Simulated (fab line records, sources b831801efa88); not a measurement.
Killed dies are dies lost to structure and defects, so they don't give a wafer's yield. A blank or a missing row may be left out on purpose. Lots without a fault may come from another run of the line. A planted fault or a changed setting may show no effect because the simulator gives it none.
Which tool did it? | flow sky130 | 24 lots, 72 wafers sampled, at 6 steps of a route of 708

WHAT THE GAUGES READ, wafer by wafer
SKY_VIA1_RS_MEAS_22: measures by four-point-probe. Usual: VIA1_W_RS 0.425 ohm/sq, standard deviation 0.0043.
lot  | measured     | on            | VIA1_W_RS (ohm/sq) | flag
L074 | day 34 04:31 | film_metro-01 | 0.426 0.435 0.426  |
L075 | day 34 11:14 | film_metro-02 | 0.431 0.425 0.422  |
L076 | day 34 17:46 | film_metro-01 | 0.423 0.419 0.421  |
L077 | day 34 22:59 | film_metro-02 | 0.423 0.421 0.421  |
L078 | day 35 09:56 | film_metro-04 | 0.416 0.420 0.418  |
L079 | day 35 16:25 | film_metro-01 | 0.419 0.419 0.420  |
L080 | day 36 00:04 | film_metro-02 | 0.418 0.425 0.424  |
L081 | day 36 11:27 | film_metro-04 | 0.428 0.421 0.430  |
L082 | day 36 19:56 | film_metro-04 | 0.435 0.426 0.423  |
L083 | day 37 08:07 | film_metro-01 | 0.428 0.430 0.423  |
L084 | day 37 08:34 | film_metro-02 | 0.423 0.425 0.426  |
L085 | day 37 15:38 | film_metro-02 | 0.419 0.427 0.416  |
L086 | day 37 19:37 | film_metro-04 | 0.430 0.427 0.429  |
L087 | day 38 01:08 | film_metro-04 | 0.426 0.430 0.425  |
L088 | day 38 19:26 | film_metro-04 | 0.421 0.424 0.423  |
L089 | day 39 06:05 | film_metro-04 | 0.433 0.425 0.423  |
L090 | day 39 06:38 | film_metro-01 | 0.425 0.429 0.429  |
L091 | day 39 12:44 | film_metro-02 | 0.422 0.423 0.423  |
L092 | day 39 18:35 | film_metro-02 | 0.430 0.430 0.432  |
L093 | day 39 23:08 | film_metro-04 | 0.423 0.420 0.423  |
L094 | day 40 08:47 | film_metro-02 | 0.429 0.425 0.425  |
L095 | day 40 09:40 | film_metro-04 | 0.425 0.426 0.426  |
L096 | day 40 17:13 | film_metro-04 | 0.425 0.426 0.424  |
L097 | day 40 19:46 | film_metro-04 | 0.427 0.427 0.429  |

SKY_VIA2_THK_MEAS_23: measures by xrf. Usual: VIA2_W_THK 430 nm, standard deviation 7.4.
lot  | measured     | on            | VIA2_W_THK (nm) | flag
L074 | day 36 12:16 | film_metro-01 | 424 420 423     |
L075 | day 36 19:07 | film_metro-04 | 425 428 425     |
L076 | day 37 01:50 | film_metro-03 | 433 432 432     |
L077 | day 37 07:19 | film_metro-03 | 436 438 434     |
L078 | day 37 17:40 | film_metro-04 | 427 425 426     |
L079 | day 37 23:31 | film_metro-01 | 425 414 421     |
L080 | day 38 06:53 | film_metro-01 | 421 420 421     |
L081 | day 38 17:56 | film_metro-01 | 425 420 424     |
L082 | day 39 02:13 | film_metro-03 | 437 439 432     |
L083 | day 39 14:46 | film_metro-03 | 435 431 432     |
L084 | day 39 14:55 | film_metro-01 | 421 423 421     |
L085 | day 39 21:47 | film_metro-03 | 435 431 429     |
L086 | day 40 01:11 | film_metro-03 | 438 433 446     |
L087 | day 40 06:29 | film_metro-03 | 441 431 438     |
L088 | day 41 00:15 | film_metro-03 | 435 437 435     |
L089 | day 41 10:32 | film_metro-04 | 424 429 428     |
L090 | day 41 11:23 | film_metro-03 | 441 443 428     |
L091 | day 41 16:25 | film_metro-04 | 427 431 435     |
L092 | day 41 22:20 | film_metro-04 | 429 425 431     |
L093 | day 42 02:23 | film_metro-01 | 419 418 410     |
L094 | day 42 11:23 | film_metro-03 | 435 438 436     |
L095 | day 42 13:07 | film_metro-04 | 434 434 438     |
L096 | day 42 20:47 | film_metro-03 | 439 440 443     |
L097 | day 42 21:20 | film_metro-01 | 426 429 431     |

SKY_METAL3_OVL_MEAS_14. Usual: METAL3_OVL 3 nm, standard deviation 5.8.
lot  | measured     | on         | METAL3_OVL (nm) | flag
L074 | day 38 17:34 | overlay-01 | 1 0 0           |
L075 | day 38 23:02 | overlay-02 | 2 -8 4          |
L076 | day 39 06:50 | overlay-01 | 3 3 1           |
L077 | day 39 10:52 | overlay-01 | -1 2 0          |
L078 | day 39 21:36 | overlay-02 | 12 10 6         |
L079 | day 40 02:33 | overlay-02 | 11 6 9          |
L080 | day 40 10:06 | overlay-01 | 4 6 6           |
L081 | day 40 18:59 | overlay-01 | -4 -3 -3        |
L082 | day 41 04:40 | overlay-01 | 3 8 8           |
L083 | day 41 17:00 | overlay-01 | 2 0 3           |
L084 | day 41 18:25 | overlay-01 | 13 6 10         |
L085 | day 41 23:10 | overlay-01 | 1 6 2           |
L086 | day 42 02:43 | overlay-02 | 4 -3 3          |
L087 | day 42 08:24 | overlay-02 | 4 10 3          |
L088 | day 43 00:16 | overlay-02 | -8 -3 -6        |
L089 | day 43 09:04 | overlay-01 | 9 5 1           |
L090 | day 43 11:23 | overlay-01 | 12 11 5         |
L091 | day 43 14:43 | overlay-01 | 1 -8 -7         |
L092 | day 43 21:10 | overlay-02 | -7 -11 1        |
L093 | day 44 01:49 | overlay-02 | 12 12 6         |
L094 | day 44 10:46 | overlay-02 | -3 -2 -8        |
L095 | day 44 11:27 | overlay-02 | 11 3 9          |
L096 | day 44 18:58 | overlay-02 | 3 0 6           |
L097 | day 44 19:47 | overlay-01 | -1 -4 0         |

SKY_METAL4_CD_MEAS_13: target cd 300 nm. Usual: cd_nm 299.8 nm, standard deviation 1.5.
lot  | measured     | on        | cd_nm (nm)        | flag
L074 | day 41 21:47 | cd_sem-01 | 299.0 296.9 298.3 |
L075 | day 42 02:59 | cd_sem-01 | 297.3 297.4 299.7 |
L076 | day 42 11:47 | cd_sem-01 | 299.5 300.3 300.4 |
L077 | day 42 15:05 | cd_sem-02 | 301.1 301.8 300.0 |
L078 | day 43 00:34 | cd_sem-01 | 299.2 298.9 297.5 |
L079 | day 43 06:11 | cd_sem-02 | 302.0 302.3 301.6 |
L080 | day 43 11:36 | cd_sem-02 | 300.7 302.3 302.3 |
L081 | day 43 20:23 | cd_sem-01 | 300.5 300.3 300.2 |
L082 | day 44 04:56 | cd_sem-01 | 300.7 301.4 301.9 |
L083 | day 44 18:44 | cd_sem-02 | 299.9 299.4 299.8 |
L084 | day 44 19:29 | cd_sem-02 | 298.4 297.8 298.7 |
L085 | day 45 00:49 | cd_sem-02 | 297.6 299.3 298.1 |
L086 | day 45 03:00 | cd_sem-01 | 300.2 302.2 300.6 |
L087 | day 45 07:24 | cd_sem-02 | 299.3 299.6 298.9 |
L088 | day 45 20:52 | cd_sem-01 | 300.1 298.1 299.8 |
L089 | day 46 06:46 | cd_sem-02 | 300.5 299.6 299.9 |
L090 | day 46 07:53 | cd_sem-01 | 300.3 300.7 300.4 |
L091 | day 46 11:37 | cd_sem-01 | 297.9 297.4 298.2 |
L092 | day 46 17:50 | cd_sem-01 | 298.9 297.0 298.9 |
L093 | day 46 22:03 | cd_sem-01 | 298.9 298.8 299.0 |
L094 | day 47 05:45 | cd_sem-02 | 302.9 302.4 303.3 |
L095 | day 47 07:38 | cd_sem-02 | 299.4 298.5 299.6 |
L096 | day 47 13:13 | cd_sem-02 | 302.4 299.6 300.6 |
L097 | day 47 14:16 | cd_sem-01 | 300.0 299.5 301.5 |

SKY_METAL4_OVL_MEAS_14. Usual: METAL4_OVL 4 nm, standard deviation 6.8.
lot  | measured     | on         | METAL4_OVL (nm) | flag
L074 | day 41 21:54 | overlay-01 | 1 3 -4          |
L075 | day 42 03:05 | overlay-01 | 5 5 4           |
L076 | day 42 11:53 | overlay-01 | -4 -4 0         |
L077 | day 42 15:12 | overlay-01 | 6 10 7          |
L078 | day 43 00:41 | overlay-01 | 7 1 -5          |
L079 | day 43 06:18 | overlay-02 | 20 10 16        |
L080 | day 43 11:43 | overlay-01 | 2 -5 -2         |
L081 | day 43 20:29 | overlay-02 | -1 3 -2         |
L082 | day 44 05:03 | overlay-01 | 6 0 1           |
L083 | day 44 18:51 | overlay-01 | 2 4 -4          |
L084 | day 44 19:34 | overlay-01 | 12 3 10         |
L085 | day 45 00:56 | overlay-01 | 11 14 13        |
L086 | day 45 03:07 | overlay-01 | -3 -3 -1        |
L087 | day 45 07:31 | overlay-01 | -4 -2 -1        |
L088 | day 45 20:59 | overlay-02 | 0 -13 -3        |
L089 | day 46 06:52 | overlay-01 | 12 4 -3         |
L090 | day 46 07:59 | overlay-02 | -4 -1 2         |
L091 | day 46 11:44 | overlay-02 | 14 13 8         |
L092 | day 46 17:56 | overlay-01 | 5 7 4           |
L093 | day 46 22:10 | overlay-02 | -9 -9 -4        |
L094 | day 47 05:52 | overlay-01 | 12 10 9         |
L095 | day 47 07:45 | overlay-02 | 6 11 0          |
L096 | day 47 13:19 | overlay-01 | -1 -3 -1        |
L097 | day 47 14:22 | overlay-01 | 9 24 16         |

WHICH TOOL RAN EACH LOT (tool, then ch and the chambers of the sampled wafers, then the start)
lot  | SKY_METAL2_STRIP_20
L074 | plasma_asher-01 ch 0,1, day 35 08:24
L075 | plasma_asher-04 ch 0,1, day 35 14:43
L076 | plasma_asher-04 ch 0,1, day 35 21:32
L077 | plasma_asher-03 ch 0,1, day 36 02:26
L078 | plasma_asher-03 ch 0,1, day 36 13:02
L079 | plasma_asher-01 ch 0,1, day 36 19:30
L080 | plasma_asher-01 ch 0,1, day 37 03:07
L081 | plasma_asher-04 ch 0,1, day 37 14:51
L082 | plasma_asher-03 ch 0,1, day 37 22:50
L083 | plasma_asher-03 ch 0,1, day 38 11:08
L084 | plasma_asher-03 ch 0,1, day 38 11:43
L085 | plasma_asher-01 ch 0,1, day 38 18:26
L086 | plasma_asher-04 ch 0,1, day 38 22:20
L087 | plasma_asher-03 ch 0,1, day 39 03:34
L088 | plasma_asher-03 ch 0,1, day 39 21:28
L089 | plasma_asher-04 ch 0,1, day 40 07:38
L090 | plasma_asher-01 ch 0,1, day 40 08:28
L091 | plasma_asher-01 ch 0,1, day 40 13:44
L092 | plasma_asher-04 ch 0,1, day 40 19:41
L093 | plasma_asher-04 ch 0,1, day 41 00:35
L094 | plasma_asher-01 ch 0,1, day 41 09:55
L095 | plasma_asher-04 ch 0,1, day 41 11:21
L096 | plasma_asher-04 ch 0,1, day 41 18:53
L097 | plasma_asher-04 ch 0,1, day 41 20:08
- SKY_METAL2_STRIP_20: strips in O2/N2.

WHAT THE TOOLS THEMSELVES READ (means of the sampled wafers that have a number; where no wafer has one, the mark that the record gives instead)
SKY_METAL2_STRIP_20. Usual: drypump_motor_current_A 5.7 A, standard deviation 0.6; oes_product_au 0.341 a.u., standard deviation 0.0049; strip_time_to_endpoint_s 2.65 s, standard deviation 0.041.
lot  | tool            | drypump_motor_current_A (A) | oes_product_au (a.u.) | strip_time_to_endpoint_s (s) | flag
L074 | plasma_asher-01 | 5.7                         | 0.348                 | 2.68                         |
L075 | plasma_asher-04 | 5.1                         | 0.338                 | 2.66                         |
L076 | plasma_asher-04 | 5.1                         | 0.343                 | 2.65                         |
L077 | plasma_asher-03 | 6.4                         | 0.344                 | 2.66                         |
L078 | plasma_asher-03 | 6.1                         | 0.345                 | 2.71                         |
L079 | plasma_asher-01 | 5.7                         | 0.336                 | 2.66                         |
L080 | plasma_asher-01 | 5.8                         | 0.337                 | 2.57                         |
L081 | plasma_asher-04 | 5.3                         | 0.347                 | 2.69                         |
L082 | plasma_asher-03 | 6.4                         | 0.340                 | 2.63                         |
L083 | plasma_asher-03 | 6.4                         | 0.345                 | 2.64                         |
L084 | plasma_asher-03 | 6.4                         | 0.341                 | 2.67                         |
L085 | plasma_asher-01 | 5.7                         | 0.343                 | 2.64                         |
L086 | plasma_asher-04 | 5.3                         | 0.340                 | 2.68                         |
L087 | plasma_asher-03 | 6.1                         | 0.347                 | 2.66                         |
L088 | plasma_asher-03 | 6.5                         | 0.342                 | 2.63                         |
L089 | plasma_asher-04 | 5.3                         | 0.341                 | 2.62                         |
L090 | plasma_asher-01 | 6.0                         | 0.341                 | 2.66                         |
L091 | plasma_asher-01 | 5.8                         | 0.339                 | 2.64                         |
L092 | plasma_asher-04 | 5.1                         | 0.341                 | 2.63                         |
L093 | plasma_asher-04 | 5.3                         | 0.340                 | 2.63                         |
L094 | plasma_asher-01 | 6.0                         | 0.342                 | 2.67                         |
L095 | plasma_asher-04 | 5.1                         | 0.339                 | 2.61                         |
L096 | plasma_asher-04 | 5.1                         | 0.340                 | 2.62                         |
L097 | plasma_asher-04 | 5.1                         | 0.344                 | 2.68                         |

THE ANSWER, worked out from the rows above alone
Rule: a lot is off if the mean of its wafers that have a number lies more than 3 standard deviations from the usual mean. A lot without any number at a reading at which 4 lots or more have one is off too. The other lots that the step has rows for count as sound. The gauges are gone through in route order, then the tools' own readings, and for those a lot's mean is taken as printed above. The first step at which some lot is off is used, and at that step the reading that is off furthest; a lot without a number counts as furthest.
No lot is off at any reading shown: from this, nothing can be told.

WHAT THE SIMULATOR HAD PUT IN
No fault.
